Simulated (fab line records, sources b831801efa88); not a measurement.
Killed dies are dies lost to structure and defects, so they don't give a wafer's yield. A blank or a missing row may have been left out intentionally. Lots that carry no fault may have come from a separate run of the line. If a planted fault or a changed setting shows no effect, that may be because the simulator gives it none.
What tool caused it? ; flow gf180mcu ; 12 lots, 36 wafers sampled, at 3 steps of a route of 602

== WHAT THE GAUGES SHOWED, per wafer ==
GF_MIM_THK_MEAS_11: measures by xrf. Usual: MIM_ALCU_THK 197.5 nm, standard deviation 2.2.
lot;measured;on;MIM_ALCU_THK (nm);flag
L219;day 24 12:14;filmMetro-04;201.9 201.5 199.6;
L221;day 25 06:34;filmMetro-03;196.2 195.7 193.9;
L222;day 25 15:34;filmMetro-03;194.4 194.8 193.8;
L223;day 25 23:26;filmMetro-03;199.1 198.1 195.7;
L224;day 26 09:39;filmMetro-03;198.0 197.8 199.9;
L225;day 26 17:17;filmMetro-04;194.8 199.5 197.4;
L226;day 27 07:55;filmMetro-04;199.7 200.3 199.3;
L227;day 27 10:49;filmMetro-03;196.6 198.2 196.1;
L237;day 30 07:37;filmMetro-03;198.1 195.4 195.0;
L238;day 30 09:51;filmMetro-04;197.4 196.1 197.9;
L239;day 30 19:56;filmMetro-03;196.2 196.7 195.6;
L242;day 31 11:46;filmMetro-03;197.3 196.1 196.4;

== WHICH TOOL RAN EACH LOT (tool, then ch and the chambers of the sampled wafers, then the start) ==
lot;GF_M3_STRIP_17;GF_MIM_CVD_05
L219;plasmaAsher-02 ch 0,1, day 21 08:49;pecvd-02 ch 0,1,2, day 24 11:53
L221;plasmaAsher-04 ch 0,1, day 22 05:06;pecvd-03 ch 0,2, day 25 06:15
L222;plasmaAsher-02 ch 0,1, day 22 14:42;pecvd-01 ch 0,2, day 25 15:14
L223;plasmaAsher-01 ch 0,1, day 22 23:01;pecvd-03 ch 0,2, day 25 23:07
L224;plasmaAsher-04 ch 0,1, day 23 09:31;pecvd-02 ch 0,2, day 26 09:20
L225;plasmaAsher-01 ch 0,1, day 23 17:16;pecvd-01 ch 1,2, day 26 16:57
L226;plasmaAsher-04 ch 0,1, day 24 09:39;pecvd-01 ch 1,2, day 27 07:35
L227;plasmaAsher-02 ch 0,1, day 24 13:35;pecvd-01 ch 0,1,2, day 27 10:31
L237;plasmaAsher-04 ch 0, day 27 14:01;pecvd-03 ch 0,1,2, day 30 07:17
L238;plasmaAsher-04 ch 0,1, day 27 16:59;pecvd-03 ch 0,1,2, day 30 09:31
L239;plasmaAsher-02 ch 0,1, day 28 03:52;pecvd-03 ch 0,1,2, day 30 19:37
L242;plasmaAsher-01 ch 0,1, day 28 21:57;pecvd-01 ch 0,1, day 31 11:27
- GF_M3_STRIP_17: strips in O2/N2.
- GF_MIM_CVD_05: deposits Si3N4, target thk 42 nm, time 29.086 s.

== AS READ BY THE TOOLS THEMSELVES (means over the sampled wafers that have a number; for cases with no such wafer, the mark the record gives instead) ==
GF_M3_STRIP_17. Usual: drypumpMotorCurrentA 5.67 A, standard deviation 0.25; heaterPowerW 323 W, standard deviation 29; oesProductAu 0.538 a.u., standard deviation 0.0055; stripTimeToEndpointS 7.40 s, standard deviation 0.056.
lot;tool;drypumpMotorCurrentA (A);heaterPowerW (W);oesProductAu (a.u.);stripTimeToEndpointS (s);flag
L219;plasmaAsher-02;5.76;327;0.542;7.42;
L221;plasmaAsher-04;5.37;351;0.536;7.42;
L222;plasmaAsher-02;5.78;330;0.536;7.36;
L223;plasmaAsher-01;5.71;297;0.542;7.43;
L224;plasmaAsher-04;5.38;356;0.538;7.36;
L225;plasmaAsher-01;5.82;315;0.539;7.44;
L226;plasmaAsher-04;5.47;329;0.538;7.43;
L227;plasmaAsher-02;5.92;328;0.542;7.39;
L237;plasmaAsher-04;5.58;308;0.540;7.42;
L238;plasmaAsher-04;5.37;351;0.532;7.29;
L239;plasmaAsher-02;5.78;326;0.534;7.35;
L242;plasmaAsher-01;5.71;299;0.536;7.39;

GF_MIM_CVD_05. Usual: heaterPowerW 615 W, standard deviation 98; susceptorTempC 385.00 C, standard deviation 0.2; tempMaxC 400.03 C, standard deviation 0.24.
lot;tool;heaterPowerW (W);susceptorTempC (C);tempMaxC (C);flag
L219;pecvd-02;642;384.85;400.29;
L221;pecvd-03;517;385.08;399.91;
L222;pecvd-01;565;385.27;400.11;
L223;pecvd-03;533;384.77;399.93;
L224;pecvd-02;728;384.95;400.26;
L225;pecvd-01;674;384.94;400.01;
L226;pecvd-01;641;385.09;399.95;
L227;pecvd-01;628;385.12;400.03;
L237;pecvd-03;600;385.01;399.82;
L238;pecvd-03;588;384.83;400.01;
L239;pecvd-03;619;385.19;400.17;
L242;pecvd-01;588;384.97;399.86;

== THE ANSWER, worked out from the rows above alone ==
Rule: a lot is off if the mean of its wafers that have a number lies more than 3 standard deviations from the usual mean. A lot without any number at a reading at which 4 lots or more have one is off too. Where the step has rows for the other lots, those lots are counted as sound. After the gauges, taken in route order, come the tools' own readings; for these a lot's mean is taken, as printed above. The first step at which some lot is off is used, and at that step the reading that is off furthest; a lot without a number counts as furthest.
No lot is off on any of the readings shown, so nothing can be concluded from this.

== WHAT THE SIMULATOR PUT IN ==
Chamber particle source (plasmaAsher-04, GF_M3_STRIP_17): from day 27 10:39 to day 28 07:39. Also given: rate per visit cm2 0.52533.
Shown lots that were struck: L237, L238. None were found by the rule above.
